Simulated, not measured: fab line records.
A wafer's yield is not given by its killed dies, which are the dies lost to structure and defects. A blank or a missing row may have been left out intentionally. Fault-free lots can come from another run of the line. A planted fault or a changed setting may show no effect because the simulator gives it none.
fab line records	flow sfq_line
record: lots: 5	wafers: 15	last_day: 90
route steps=325 shown I4@176 JJ@178 M5@198 A5B@209 R5@212 M8@325
lots that met no fault: taken from a fault-free run of the same line
start_h: start of the lot's first displayed wafer, in hours after the record's first day	wait_h: hours since the lot's step before	" repeats the value in the row above	L1.1+2: one row covering several wafers at once	- either no value or no given start	* or withheld: withheld	< > ~ a bound
route shown NAME@n: a module of which the file shows steps, and the number in the route of the first	usual: mean/standard deviation of fault-free wafers	same: alike in all rows	chamber/n: place in a boat	sites: each site's reading	_std_site: the standard deviation of these	_edge_site: inner sites' mean taken away from outer sites' mean	radius_mm: how far each site lies from the wafer's centre	mask NAME#n: copy n	behind: the most recent tool/chamber to have shaped the wafer	hold: why the lot was held/for how many hours/how that ended	device: whichever transistor did not switch (one of n, p or np)	end of line: tests run on the same wafers once the route is complete	a step without rows: its recipe alone	killed: dies lost to structure and defects at the first sort, not the wafer's yield	map: a wafer's dies, x killed, . not, _ none there
set.NAME: the run value of the setting; set.NAME@STEP: its run value at that earlier step	model.NAME: the simulator's own value behind a step, which no gauge read
certain route steps with their lots: each step a table, each wafer a row
services: the hour from which a tool's chamber was out of use, counted from the record's first day as start_h (under 0 if before that day), plus the number of hours and why
== steps ==
step: SFQ_TRILAYER_I4_VIA_STRIP_STRIP_107
recipe: gas: O2	power_w: 200	platen_temp_c: 40	overash_fraction: 0.65	chemistry: O2	pressure_mtorr: 50
step: SFQ_TRILAYER_I4_VIA_STRIP_SOLV_CLEAN_108
recipe: chemistry: NMP	temp_c: 70	time_s: 600
step: SFQ_TRILAYER_JJ_TRILAYER_DEP_PRE_CLEAN_113
recipe: gas: Ar	time_s: 22.5	bias_v: 250
step: SFQ_TRILAYER_JJ_TRILAYER_DEP_SPUTTER_109
recipe: material: Nb	base_pressure_pa: 1.33e-06	chamber_pressure_pa: 0.1333	substrate_temp_c: 20	target_thk_nm: 150	power_w: 2000	time_s: 100
step: SFQ_TRILAYER_JJ_TRILAYER_DEP_SPUTTER_110
recipe: material: Al	base_pressure_pa: 1.33e-06	target_thk_nm: 8	power_w: 500	time_s: 10	chamber_pressure_pa: 0.4
step: SFQ_TRILAYER_JJ_TRILAYER_DEP_AL_OXIDATION_111
recipe: pressure_mbar: 0.014667	oxidation_time_s: 600	temperature_k: 293
step: SFQ_TRILAYER_JJ_TRILAYER_DEP_SPUTTER_112
recipe: material: Nb	base_pressure_pa: 1.33e-06	chamber_pressure_pa: 0.1333	substrate_temp_c: 20	target_thk_nm: 170	power_w: 2000	time_s: 113.3
step: SFQ_JJ_RS_MEAS_929
recipe: thk_meas_gauge: four-point-probe	reads: Nb_of_TRILAYER_JJ_TRILAYER_DEP_SPUTTER_112
usual: JJ_NB_RS: 1.057/0.017
lot.wafer	tool	chamber	start_h	wait_h	JJ_NB_RS[ohm/sq]
L927.1	film_metro-04	-	1179.12	0.0	1.079
L927.5	"	-	"	"	1.068
L927.6	"	-	"	"	1.081
L939.3	film_metro-02	-	1226.59	0.1	1.056
L939.4	"	-	"	"	1.044
L939.6	"	-	"	"	1.044
L944.1	film_metro-02	-	1398.70	0.0	1.045
L944.3	"	-	"	"	1.038
L944.5	"	-	"	"	1.050
L948.3	film_metro-04	-	1418.59	0.1	1.055
L948.4	"	-	"	"	1.040
L948.5	"	-	"	"	1.057
L950.1	film_metro-01	-	1424.71	0.0	1.058
L950.3	"	-	"	"	1.060
L950.6	"	-	"	"	1.064
step: SFQ_TRILAYER_JJ_CE_LITHO_COAT_119
recipe: resist: BARC	spin_rpm: 3000	resist_thk_nm: 62
step: SFQ_TRILAYER_JJ_CE_LITHO_COAT_114
recipe: resist: KrF	spin_rpm: 3000	resist_thk_nm: 600
step: SFQ_TRILAYER_JJ_CE_LITHO_SOFTBAKE_118
recipe: temp_c: withheld	time_s: withheld	resist: KrF
step: SFQ_TRILAYER_JJ_CE_LITHO_EXPOSE_115
recipe: mask_id: J5	na: 0.6	source_shape: conventional	sigma_outer: 0.65	target_cd_nm: 700	dose_mj: 14.4
same: na: 0.6
lot.wafer	tool	chamber	start_h	wait_h	mask
L927.1+5+6	krf_scanner-02	0	1183.91	-	J5#0
L939.3+4+6	krf_scanner-02	0	1240.06	-	J5#0
L944.1+3+5	krf_scanner-02	0	1399.63	-	J5#0
L948.3+4+5	krf_scanner-02	0	1420.24	-	J5#0
L950.1+3+6	krf_scanner-02	0	1427.04	-	J5#0
step: SFQ_TRILAYER_JJ_CE_LITHO_PEB_117
recipe: peb_temp_c: 115	peb_time_s: 60	resist: KrF
step: SFQ_TRILAYER_JJ_CE_LITHO_DEVELOP_116
recipe: time_s: 60	resist: KrF
step: SFQ_JJ_OVL_MEAS_931
usual: J5_OVL: -4/6.9
lot.wafer	tool	chamber	start_h	wait_h	J5_OVL[nm]
L927.1	overlay-02	-	1185.41	0.1	-3
L927.5	"	-	"	"	-10
L927.6	"	-	"	"	3
L939.3	overlay-01	-	1241.17	0.1	-9
L939.4	"	-	"	"	-10
L939.6	"	-	"	"	-6
L944.1	overlay-01	-	1401.13	0.1	-6
L944.3	"	-	"	"	0
L944.5	"	-	"	"	-5
L948.3	overlay-01	-	1421.35	0.1	-9
L948.4	"	-	"	"	-12
L948.5	"	-	"	"	-12
L950.1	overlay-01	-	1428.54	0.1	-2
L950.3	"	-	"	"	-2
L950.6	"	-	"	"	2
step: SFQ_TRILAYER_JJ_CE_METRO_MEASURE_117
usual: cd_nm: 699.9/1.4
lot.wafer	tool	chamber	start_h	wait_h	cd_nm
L927.1	cd_sem-02	-	1185.44	0.0	700.6
L927.5	"	-	"	"	700.9
L927.6	"	-	"	"	701.2
L939.3	cd_sem-02	-	1241.59	0.4	700.1
L939.4	"	-	"	"	700.9
L939.6	"	-	"	"	695.3
L944.1	cd_sem-01	-	1401.16	0.0	701.7
L944.3	"	-	"	"	701.0
L944.5	"	-	"	"	701.0
L948.3	cd_sem-02	-	1421.77	0.4	699.2
L948.4	"	-	"	"	699.6
L948.5	"	-	"	"	699.8
L950.1	cd_sem-02	-	1428.57	0.0	699.0
L950.3	"	-	"	"	699.0
L950.6	"	-	"	"	697.8
step: SFQ_TRILAYER_JJ_CE_BARC_OPEN_RIE_150
recipe: mask_material: PR	chemistry: O2	target_depth_nm: 240	target: BARC	icp_w: 600	bias_w: 80	pressure_mtorr: 10	time_s: 80
usual: drypump_motor_current_A: 5.6/0.63	oes_product_au: 0.538/0.005
lot.wafer	tool	chamber	start_h	wait_h	drypump_motor_current_A	oes_product_au	rf_hours_counter_h	model.JJ.cd_nm
L927.1	rie_metal-03	0	1186.64	1.0	5.1	0.535	115	700.2
L927.5	"	0	"	"	5.1	0.536	-	700.4
L927.6	"	1	"	"	5.3	0.534	-	702.1
L939.3	rie_metal-02	1	1242.42	0.6	5.7	0.532	-	700.1
L939.4	"	0	"	"	5.0	0.536	-	699
L939.6	"	1	"	"	5.7	0.529	-	695.6
L944.1	rie_metal-01	1	1402.36	1.0	6.7	0.540	124	701.3
L944.3	"	0	"	"	5.1	0.538	-	698.2
L944.5	"	0	"	"	5.1	0.533	-	699
L948.3	rie_metal-01	0	1422.60	0.6	5.1	0.540	-	696.6
L948.4	"	1	"	"	6.7	0.537	-	699.1
L948.5	"	0	"	"	5.1	0.537	-	698.5
L950.1	rie_metal-02	0	1429.77	1.0	5.0	0.541	11	697.9
L950.3	"	1	"	"	5.7	0.528	-	700.3
L950.6	"	0	"	"	5.0	0.533	-	696.3
step: SFQ_TRILAYER_JJ_CE_ETCH_RIE_118
recipe: target: Nb	stop_on: Al2O3	mask_material: PR	taper_deg: 13.257	over_etch_frac: 0.15	time_s: 97.7	chemistry: SF6	target_depth_nm: 170	icp_w: 600	bias_w: 80	pressure_mtorr: 10
usual: drypump_motor_current_A: 5.6/0.63	oes_product_au: 0.985/0.008
lot.wafer	tool	chamber	start_h	wait_h	drypump_motor_current_A	oes_product_au	rf_hours_counter_h	model.JJ.cd_nm
L927.1	rie_metal-03	0	1186.73	0.1	5.1	0.975	115	699.9
L927.5	"	0	"	"	5.1	0.986	-	700.9
L927.6	"	1	"	"	5.3	0.986	-	702.4
L939.3	rie_metal-02	1	1242.52	0.1	5.7	0.988	-	700.3
L939.4	"	0	"	"	5.0	0.986	-	700.2
L939.6	"	1	"	"	5.7	0.988	-	695.6
L944.1	rie_metal-01	1	1402.45	0.1	6.6	0.983	124	702.4
L944.3	"	0	"	"	5.1	1.000	-	699.7
L944.5	"	0	"	"	5.1	0.982	-	699.4
L948.3	rie_metal-01	0	1422.70	0.1	5.1	0.985	-	697.8
L948.4	"	1	"	"	6.6	0.981	-	699.3
L948.5	"	0	"	"	5.1	0.982	-	699.2
L950.1	rie_metal-02	0	1429.87	0.1	5.0	0.978	11	697.6
L950.3	"	1	"	"	5.7	0.987	-	700.9
L950.6	"	0	"	"	5.0	0.980	-	697.1
step: SFQ_TRILAYER_JJ_ANODIZE_ANODIZE_119
recipe: current_density_ma_cm2: withheld	end_current_density_ma_cm2: withheld	bath_temp_c: withheld
step: SFQ_TRILAYER_JJ_CE_STRIP_STRIP_120
recipe: gas: O2	power_w: 200	platen_temp_c: 40	overash_fraction: 0.65	chemistry: O2	pressure_mtorr: 50
usual: drypump_motor_current_A: 5.5/0.54	oes_product_au: 0.998/0.0085
lot.wafer	tool	chamber	start_h	wait_h	drypump_motor_current_A	oes_product_au	rf_hours_counter_h
L927.1	rie_metal-01	1	1187.39	0.0	6.6	0.996	90
L927.5	"	1	"	"	6.6	0.993	-
L927.6	"	0	"	"	5.1	1.006	-
L939.3	rie_metal-02	0	1243.29	0.2	5.0	0.988	-
L939.4	"	1	"	"	5.7	1.000	-
L939.6	"	0	"	"	5.0	0.982	-
L944.1	rie_metal-03	1	1403.06	0.0	5.3	0.990	135
L944.3	"	0	"	"	5.1	1.006	-
L944.5	"	0	"	"	5.1	1.004	-
L948.3	rie_metal-03	1	1423.67	0.4	5.3	0.994	-
L948.4	"	1	"	"	5.3	1.008	-
L948.5	"	1	"	"	5.3	0.987	-
L950.1	rie_metal-03	1	1430.47	0.0	5.3	1.007	141
L950.3	"	1	"	"	5.3	0.998	-
L950.6	"	1	"	"	5.3	0.998	-
step: SFQ_TRILAYER_JJ_CE_STRIP_SOLV_CLEAN_121
recipe: chemistry: NMP	temp_c: 70	time_s: 600
step: SFQ_TRILAYER_M5_LITHO_COAT_128
recipe: resist: BARC	spin_rpm: 3000	resist_thk_nm: 62
step: SFQ_TRILAYER_M5_LITHO_COAT_123
recipe: resist: KrF	spin_rpm: 3000	resist_thk_nm: 600
step: SFQ_TRILAYER_M5_LITHO_SOFTBAKE_127
recipe: temp_c: withheld	time_s: withheld	resist: KrF
step: SFQ_TRILAYER_M5_LITHO_EXPOSE_124
recipe: mask_id: M5	na: 0.6	source_shape: conventional	sigma_outer: 0.65	target_cd_nm: 700	dose_mj: 14.4
step: SFQ_TRILAYER_M5_LITHO_PEB_126
recipe: peb_temp_c: 115	peb_time_s: 60	resist: KrF
step: SFQ_TRILAYER_M5_LITHO_DEVELOP_125
recipe: time_s: 60	resist: KrF
step: SFQ_M5_OVL_MEAS_932
usual: M5_OVL: 2/5.4
lot.wafer	tool	chamber	start_h	wait_h	M5_OVL[nm]
L927.1	overlay-02	-	1295.73	0.1	-10
L927.5	"	-	"	"	-5
L927.6	"	-	"	"	3
L939.3	overlay-01	-	1369.79	0.1	-3
L939.4	"	-	"	"	6
L939.6	"	-	"	"	10
L944.1	overlay-01	-	1406.29	0.1	10
L944.3	"	-	"	"	2
L944.5	"	-	"	"	3
L948.3	overlay-01	-	1427.35	0.1	7
L948.4	"	-	"	"	4
L948.5	"	-	"	"	11
L950.1	overlay-01	-	1436.94	0.1	-1
L950.3	"	-	"	"	0
L950.6	"	-	"	"	7
step: SFQ_TRILAYER_M5_BARC_OPEN_METAL_ETCH_161
recipe: mask_material: PR	chemistry: O2	target_depth_nm: 125	target: BARC	icp_w: 600	bias_w: 80	pressure_mtorr: 10	time_s: 41.7
usual: drypump_motor_current_A: 5.6/0.62	oes_product_au: 0.685/0.0045
lot.wafer	tool	chamber	start_h	wait_h	drypump_motor_current_A	oes_product_au	rf_hours_counter_h
L927.1	rie_metal-03	1	1295.77	0.0	5.2	0.684	118
L927.5	"	0	"	"	5.1	0.681	-
L927.6	"	1	"	"	5.3	0.684	-
L939.3	rie_metal-03	0	1369.83	0.0	5.1	0.688	-
L939.4	"	1	"	"	5.3	0.684	-
L939.6	"	1	"	"	5.3	0.681	-
L944.1	rie_metal-04	1	1406.33	0.0	5.9	0.677	19
L944.3	"	0	"	"	5.7	0.678	-
L944.5	"	0	"	"	5.7	0.679	-
L948.3	rie_metal-04	1	1427.39	0.0	5.9	0.685	-
L948.4	"	0	"	"	5.7	0.683	-
L948.5	"	0	"	"	5.7	0.694	-
L950.1	rie_metal-03	1	1436.97	0.0	5.3	0.685	144
L950.3	"	1	"	"	5.3	0.689	-
L950.6	"	1	"	"	5.3	0.686	-
step: SFQ_TRILAYER_M5_ETCH_METAL_ETCH_126
recipe: target: Nb	stop_on: SiO2	mask_material: PR	over_etch_frac: 0.15	time_s: 203.2	chemistry: Cl2/BCl3	target_depth_nm: 265	icp_w: 600	bias_w: 80	pressure_mtorr: 10
step: SFQ_TRILAYER_M5_STRIP_STRIP_127
recipe: gas: O2	power_w: 200	platen_temp_c: 40	overash_fraction: 0.65	chemistry: O2	pressure_mtorr: 50
usual: drypump_motor_current_A: 5.6/0.62	oes_product_au: 0.999/0.0087
lot.wafer	tool	chamber	start_h	wait_h	drypump_motor_current_A	oes_product_au	rf_hours_counter_h
L927.1	rie_metal-03	1	1296.02	0.1	5.3	1.003	118
L927.5	"	0	"	"	5.1	0.992	-
L927.6	"	1	"	"	5.2	0.998	-
L939.3	rie_metal-03	0	1370.27	0.3	5.1	0.989	-
L939.4	"	1	"	"	5.3	0.990	-
L939.6	"	1	"	"	5.2	0.991	-
L944.1	rie_metal-04	1	1406.58	0.1	5.9	1.002	20
L944.3	"	0	"	"	5.7	1.012	-
L944.5	"	0	"	"	5.7	1.020	-
L948.3	rie_metal-04	1	1427.83	0.3	5.8	1.013	-
L948.4	"	0	"	"	5.7	1.020	-
L948.5	"	0	"	"	5.7	1.001	-
L950.1	rie_metal-03	1	1437.48	0.3	5.2	0.986	144
L950.3	"	1	"	"	5.2	0.993	-
L950.6	"	1	"	"	5.2	0.994	-
step: SFQ_TRILAYER_M5_STRIP_SOLV_CLEAN_128
recipe: chemistry: NMP	temp_c: 70	time_s: 600
step: SFQ_TRILAYER_A5B_DEP_PECVD_129
recipe: material: SiO2	temp_c: 150	time_s: 133.33	pressure_torr: 2.4	rf_w: 183.3	precursor: SiH4/N2O	target_thk_nm: 600
usual: chamber_pressure_Torr: 2.400/0.0052	heater_power_w: 94/13	throttle_valve_pct: 24.5/1.2
lot.wafer	tool	chamber	start_h	wait_h	chamber_pressure_Torr	heater_power_w	since_wet_clean_h	throttle_valve_pct
L927.1	pecvd-03	0	1296.80	0.0	2.402	113	1089	24.2
L927.5	"	2	"	"	2.407	72	-	24.1
L927.6	"	0	"	"	2.403	96	-	24.1
L939.3	pecvd-03	2	1370.84	0.0	2.397	86	1163	24.1
L939.4	"	1	"	"	2.405	93	-	26.1
L939.6	"	0	"	"	2.396	109	-	23.9
L944.1	pecvd-01	0	1407.36	0.0	2.388	74	460	24.5
L944.3	"	2	"	"	2.397	108	460	23.4
L944.5	"	1	"	"	2.396	99	-	24.1
L948.3	pecvd-02	1	1428.40	0.0	2.398	98	851	26.8
L948.4	"	1	"	"	2.404	80	-	27.0
L948.5	"	0	"	"	2.397	108	-	23.0
L950.1	pecvd-03	1	1438.86	0.0	2.398	96	1231	25.8
L950.3	"	0	"	"	2.394	115	1231	24.1
L950.6	"	0	"	"	2.399	100	-	24.1
step: SFQ_TRILAYER_A5B_CMP_CMP_130
recipe: stop_on: Nb	down_force_psi: 3	platen_rpm: 60	target_thk_nm: 340.7
step: SFQ_TRILAYER_A5B_METRO_MEASURE_131
usual: thk_nm: 343/6.1
lot.wafer	tool	chamber	start_h	wait_h	thk_nm
L927.1	film_metro-01	-	1299.89	2.5	336
L927.5	"	-	"	"	338
L927.6	"	-	"	"	349
L939.3	film_metro-04	-	1379.03	1.9	347
L939.4	"	-	"	"	341
L939.6	"	-	"	"	343
L944.1	film_metro-03	-	1411.77	2.5	340
L944.3	"	-	"	"	338
L944.5	"	-	"	"	345
L948.3	film_metro-04	-	1431.89	1.4	353
L948.4	"	-	"	"	341
L948.5	"	-	"	"	347
L950.1	film_metro-03	-	1443.29	1.0	332
L950.3	"	-	"	"	337
L950.6	"	-	"	"	346
step: SFQ_TRILAYER_R5_DEP_SPUTTER_132
recipe: material: Ti	base_pressure_pa: 1.33e-06	target_thk_nm: 5	power_w: 2000	time_s: 5	chamber_pressure_pa: 0.4
step: SFQ_TRILAYER_R5_DEP_SPUTTER_133
recipe: material: MoNx	base_pressure_pa: 1.33e-06	target_thk_nm: 40	power_w: 1000	time_s: 66.7	chamber_pressure_pa: 0.4
step: SFQ_TRILAYER_R5_DEP_SPUTTER_134
recipe: material: Ti	base_pressure_pa: 1.33e-06	target_thk_nm: 5	power_w: 2000	time_s: 5	chamber_pressure_pa: 0.4
step: SFQ_R5_RS_MEAS_933
recipe: thk_meas_gauge: four-point-probe	reads: Ti_of_TRILAYER_R5_DEP_SPUTTER_134+MoNx_of_TRILAYER_R5_DEP_SPUTTER_133+Ti_of_TRILAYER_R5_DEP_SPUTTER_132
usual: R5_MONX_RS: 7.01/0.067
lot.wafer	tool	chamber	start_h	wait_h	R5_MONX_RS[ohm/sq]
L927.1	film_metro-03	-	1301.18	0.0	7.00
L927.5	"	-	"	"	7.03
L927.6	"	-	"	"	7.01
L939.3	film_metro-02	-	1379.97	0.0	7.02
L939.4	"	-	"	"	7.10
L939.6	"	-	"	"	7.09
L944.1	film_metro-04	-	1413.06	0.0	7.00
L944.3	"	-	"	"	6.94
L944.5	"	-	"	"	6.91
L948.3	film_metro-02	-	1432.83	0.0	7.03
L948.4	"	-	"	"	7.11
L948.5	"	-	"	"	7.05
L950.1	film_metro-02	-	1444.59	0.0	7.04
L950.3	"	-	"	"	7.10
L950.6	"	-	"	"	6.96
step: SFQ_R5_THK_MEAS_934
recipe: thk_meas_gauge: xrf	reads: MoNx_of_TRILAYER_R5_DEP_SPUTTER_133
usual: R5_MONX_THK: 40.4/0.39
lot.wafer	tool	chamber	start_h	wait_h	R5_MONX_THK[nm]
L927.1	film_metro-03	-	1301.30	0.1	40.3
L927.5	"	-	"	"	40.4
L927.6	"	-	"	"	40.2
L939.3	film_metro-02	-	1380.07	0.1	40.5
L939.4	"	-	"	"	40.0
L939.6	"	-	"	"	40.2
L944.1	film_metro-04	-	1413.18	0.1	40.4
L944.3	"	-	"	"	40.6
L944.5	"	-	"	"	40.6
L948.3	film_metro-02	-	1432.93	0.1	40.6
L948.4	"	-	"	"	40.0
L948.5	"	-	"	"	40.4
L950.1	film_metro-02	-	1444.71	0.1	40.3
L950.3	"	-	"	"	40.2
L950.6	"	-	"	"	40.7
step: SFQ_TRILAYER_R5_LITHO_COAT_141
recipe: resist: BARC	spin_rpm: 3000	resist_thk_nm: 62
step: SFQ_M8_BOW_MEAS_951
recipe: mode: bow
usual: M8_BOW: 6/12
lot.wafer	tool	chamber	start_h	wait_h	M8_BOW[um]	model.etest.jj.g_times
L927.1	film_metro-03	-	1782.79	0.0	-6	1
L927.5	"	-	"	"	-17	1.003
L927.6	"	-	"	"	-21	1.008
L939.3	film_metro-03	-	1981.87	0.0	4	1.002
L939.4	"	-	"	"	-3	1.001
L939.6	"	-	"	"	-7	0.9881
L944.1	film_metro-03	-	2082.68	0.0	3	1.008
L944.3	"	-	"	"	-6	0.9997
L944.5	"	-	"	"	6	0.9989
L948.3	film_metro-03	-	2156.57	0.0	5	0.9944
L948.4	"	-	"	"	-1	0.9988
L948.5	"	-	"	"	-1	0.9983
L950.1	film_metro-03	-	2160.13	0.0	11	0.9938
L950.3	"	-	"	"	21	1.003
L950.6	"	-	"	"	-3	0.9923
== services ==
tool	chamber	start_h	hours	kind
krf_scanner-02	-	1177.68	1.3	pm
cd_sem-02	-	1186.64	0.3	pm
krf_scanner-02	-	1191.68	0.5	repair
rie_metal-01	0	1194.14	14.9	repair
rie_metal-03	0	1207.70	26.1	repair
krf_scanner-02	-	1210.31	1.0	pm
cd_sem-02	-	1218.64	0.6	pm
rie_metal-04	1	1247.15	10.7	repair
rie_metal-01	-	1251.34	14.6	pm
rie_metal-04	-	1253.74	14.6	pm
krf_scanner-02	-	1290.00	3.6	pm
rie_metal-04	-	1294.26	2.8	pm
rie_metal-02	-	1311.20	3.3	repair
krf_scanner-02	-	1313.64	29.9	repair
krf_scanner-02	-	1340.24	0.3	repair
cd_sem-02	-	1343.82	0.5	pm
krf_scanner-02	-	1353.78	1.3	pm
cd_sem-02	-	1368.01	2.9	pm
cd_sem-02	-	1370.94	1.1	pm
krf_scanner-02	-	1378.47	1.0	pm
rie_metal-04	-	1379.08	0.6	repair
rie_metal-03	1	1384.04	4.1	repair
rie_metal-04	-	1392.37	6.5	repair
rie_metal-02	-	1403.08	1.4	pm
== key ==
first_sign: step: SFQ_TRILAYER_JJ_CE_METRO_MEASURE_117	reading: cd_nm	direction: down	sigmas: 3.3	usual: 699.9	struck: 695.3
effect none on later readings
model_effect: step: SFQ_TRILAYER_JJ_CE_BARC_OPEN_RIE_150	value: JJ.cd_nm	without: 700.9	struck: 695.6
model_effect: step: SFQ_TRILAYER_JJ_CE_ETCH_RIE_118	value: JJ.cd_nm	without: 700.9	struck: 695.6
model_effect: step: SFQ_M8_BOW_MEAS_951	value: etest.jj.g_times	without: 1.003	struck: 0.9881
met_at SFQ_TRILAYER_JJ_CE_LITHO_EXPOSE_115
struck_wafers L939.6
onset_between 1183.91 1240.06
fault: kind: process_parameter_drift	tool: krf_scanner-02	chamber: -	onset_h: 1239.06	steps: SFQ_TRILAYER_JJ_CE_LITHO_EXPOSE_115	channel: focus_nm	offset: 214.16	shape: step	end_h: 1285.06	scope: struck_wafers_only
